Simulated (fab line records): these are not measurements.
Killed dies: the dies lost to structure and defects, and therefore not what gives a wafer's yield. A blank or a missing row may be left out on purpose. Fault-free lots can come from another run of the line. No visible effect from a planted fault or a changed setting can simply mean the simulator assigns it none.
Matching of chambers :: flow sky130 :: SKY_FIELD_ISO_ETCH_17 on rie-si-02: 4 sister chambers
The step etches Si in HBr/Cl2/O2, target depth 342 nm, time 97.7 s. 16 wafers are shown with their chamber, then 8 later ones without.

WAFERS PAIRED WITH THEIR CHAMBERS
wafer: L848.1
chamber: 1
drypump-motor-current-A (A): 5.37
oes-product-au (a.u.): 1.022
throttle-valve-pct (%): 25.628

wafer: L848.5
chamber: 1
drypump-motor-current-A (A): 5.36
oes-product-au (a.u.): 1.019
throttle-valve-pct (%): 25.661

wafer: L848.6
chamber: 2
drypump-motor-current-A (A): 5.63
oes-product-au (a.u.): 1.006
throttle-valve-pct (%): 25.654

wafer: L850.2
chamber: 2
drypump-motor-current-A (A): 5.60
oes-product-au (a.u.): 1.001
throttle-valve-pct (%): 25.663

wafer: L850.3
chamber: 1
drypump-motor-current-A (A): 5.36
oes-product-au (a.u.): 1.017
throttle-valve-pct (%): 25.631

wafer: L850.4
chamber: 0
drypump-motor-current-A (A): 5.26
oes-product-au (a.u.): 1.016
throttle-valve-pct (%): 25.664

wafer: L854.2
chamber: 3
drypump-motor-current-A (A): 5.94
oes-product-au (a.u.): 1.008
throttle-valve-pct (%): 25.649

wafer: L854.3
chamber: 0
drypump-motor-current-A (A): 5.26
oes-product-au (a.u.): 1.001
throttle-valve-pct (%): 25.650

wafer: L854.6
chamber: 2
drypump-motor-current-A (A): 5.62
oes-product-au (a.u.): 1.000
throttle-valve-pct (%): 25.659

wafer: L858.1
chamber: 0
drypump-motor-current-A (A): 5.27
oes-product-au (a.u.): 1.012
throttle-valve-pct (%): 25.651

wafer: L858.5
chamber: 0
drypump-motor-current-A (A): 5.27
oes-product-au (a.u.): 1.002
throttle-valve-pct (%): 25.652

wafer: L858.6
chamber: 3
drypump-motor-current-A (A): 5.96
oes-product-au (a.u.): 0.994
throttle-valve-pct (%): 25.667

wafer: L863.1
chamber: 3
drypump-motor-current-A (A): 5.94
oes-product-au (a.u.): 1.003
throttle-valve-pct (%): 25.662

wafer: L863.3
chamber: 1
drypump-motor-current-A (A): 5.37
oes-product-au (a.u.): 1.007
throttle-valve-pct (%): 25.651

wafer: L863.5
chamber: 3
drypump-motor-current-A (A): 5.95
oes-product-au (a.u.): 0.994
throttle-valve-pct (%): 25.672

wafer: L864.3
chamber: 3
drypump-motor-current-A (A): 5.96
oes-product-au (a.u.): 0.996
throttle-valve-pct (%): 25.657

SIGNATURES, as means of the wafers listed above
reading: drypump-motor-current-A
chamber 0: 5.2650
chamber 1: 5.3650
chamber 2: 5.6167
chamber 3: 5.9500
scatter within a chamber: 0.00943

reading: oes-product-au
chamber 0: 1.00775
chamber 1: 1.01625
chamber 2: 1.00233
chamber 3: 0.99900
scatter within a chamber: 0.00625

reading: throttle-valve-pct
chamber 0: 25.65425
chamber 1: 25.64275
chamber 2: 25.65867
chamber 3: 25.66140
scatter within a chamber: 0.0102
Rule: a wafer lies at a distance from a chamber equal to the root of the sum of squares, over the readings, of (its reading less the chamber's mean, divided by the reading's scatter). If the next closest chamber is less than 2 further off than the closest, the wafer can't be placed; otherwise it belongs to the closest. How the scatter is found: for the shown wafers, subtract from each reading the mean of its chamber, square and add these, divide the total by (wafers less chambers), then take the root.

WAFERS MISSING THEIR CHAMBER
wafer: L864.5
drypump-motor-current-A (A): 5.37
oes-product-au (a.u.): 1.020
throttle-valve-pct (%): 25.627

wafer: L864.6
drypump-motor-current-A (A): 5.28
oes-product-au (a.u.): 1.013
throttle-valve-pct (%): 25.634

wafer: L867.2
drypump-motor-current-A (A): 5.39
oes-product-au (a.u.): 1.010
throttle-valve-pct (%): 25.642

wafer: L867.3
drypump-motor-current-A (A): 5.90
oes-product-au (a.u.): 1.003
throttle-valve-pct (%): 25.652

wafer: L867.4
drypump-motor-current-A (A): 5.58
oes-product-au (a.u.): 1.007
throttle-valve-pct (%): 25.675

wafer: L871.1
drypump-motor-current-A (A): 5.26
oes-product-au (a.u.): 0.999
throttle-valve-pct (%): 25.657

wafer: L871.2
drypump-motor-current-A (A): 5.34
oes-product-au (a.u.): 1.012
throttle-valve-pct (%): 25.630

wafer: L871.4
drypump-motor-current-A (A): 5.93
oes-product-au (a.u.): 0.998
throttle-valve-pct (%): 25.662

WHICH CHAMBER EACH ONE RAN IN
wafer: L864.5
from the rows above: 1
in truth: 1

wafer: L864.6
from the rows above: 0
in truth: 0

wafer: L867.2
from the rows above: 1
in truth: 1

wafer: L867.3
from the rows above: 3
in truth: 3

wafer: L867.4
from the rows above: 2
in truth: 2

wafer: L871.1
from the rows above: 0
in truth: 0

wafer: L871.2
from the rows above: 1
in truth: 1

wafer: L871.4
from the rows above: 3
in truth: 3
Correct placement for 8 of the 8. Can't be placed from these rows: 0. Placed wrongly: 0.
